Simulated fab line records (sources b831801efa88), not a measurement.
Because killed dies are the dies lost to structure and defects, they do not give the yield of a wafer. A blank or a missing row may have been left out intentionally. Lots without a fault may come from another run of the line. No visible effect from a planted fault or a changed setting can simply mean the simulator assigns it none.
2 desks, one fault | flow gf180mcu | every desk sees just its own numbers, and what lay behind them comes last

## THE TOOL OWNER'S DESK: rie-si-01
The tool's own readings at GF_POLY_GATE_ETCH_13 (etches poly-Si in HBr/Cl2, stops on SiO2, target depth 198.5 nm, time 69.6 s): means of the sampled wafers that have a number, for each lot that ran on this tool. The brackets show how far a lot's mean lies from the usual mean; more than 4 standard deviations puts the lot out of limits, marked OUT.
Columns: A = chamber-pressure-mTorr at GF_POLY_GATE_ETCH_13, usual 9.999 mTorr; B = drypump-motor-current-A at GF_POLY_GATE_ETCH_13, usual 6.0 A; C = oes-product-au at GF_POLY_GATE_ETCH_13, usual 0.983 a.u.; D = run-length-s at GF_POLY_GATE_ETCH_13, usual 97.8 s; E = throttle-valve-pct at GF_POLY_GATE_ETCH_13, usual 33.686 %
lot  | first seen here | A      | B   | C     | D               | E
L947 | day 9 05:23     | 10.010 | 5.3 | 0.985 | 97.8            | 33.688
L958 | day 12 11:44    | 10.007 | 5.8 | 0.978 | 95.7 (-5.1) OUT | 33.688
L959 | day 12 19:50    | 10.006 | 5.7 | 0.988 | 95.9 (-4.6) OUT | 33.690
This desk's verdict: out of limits on L958, L959, starting with L958 at day 12 11:44 (run-length-s at GF_POLY_GATE_ETCH_13). L947 stayed within limits.

## AT THE METROLOGY DESK
What the gauges read for every lot (on any tool): the sampled wafers with a number, averaged. The brackets show how far a lot's mean lies from the usual mean; more than 4 standard deviations puts the lot out of limits, marked OUT.
Columns: A = POLY_GATE_CVD_00_THK at GF_POLY_GATE_THK_MEAS_01, usual 200.2 nm; B = cd-nm at GF_POLY_GATE_CD_MEAS_10, usual 280.2 nm; C = POLY_GATE_OVL at GF_POLY_GATE_OVL_MEAS_11, usual 0 nm
lot  | first seen here | A     | B     | C
L947 | day 8 12:29     | 198.5 | 279.8 | 1
L951 | day 9 16:17     | 197.6 | 280.3 | 5
L958 | day 11 16:41    | 199.4 | 278.6 | -2
L959 | day 11 23:39    | 202.1 | 279.5 | 2
L963 | day 13 07:32    | 202.4 | 279.8 | -3
L965 | day 14 00:35    | 199.5 | 281.5 | -2
Result from this desk: across the 6 lots, nothing is out of limits.

## TAKEN TOGETHER
An alarm could have come from the tool owner's desk at day 12 11:44, on L958, L959.
Metrology desk: nothing out of limits seen.
The metrology desk has L958, L959 on record, within its limits.
On rie-si-01, each named lot ran GF_POLY_GATE_ETCH_13.

## WHAT WAS PUT IN BY THE SIMULATOR
rie-si-01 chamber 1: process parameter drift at GF_POLY_GATE_ETCH_13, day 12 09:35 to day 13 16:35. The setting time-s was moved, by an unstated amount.
Shown lots that were struck: L958, L959.
Each desk's first reading out of limits, in hours after the fault started: the tool owner's desk, 2.
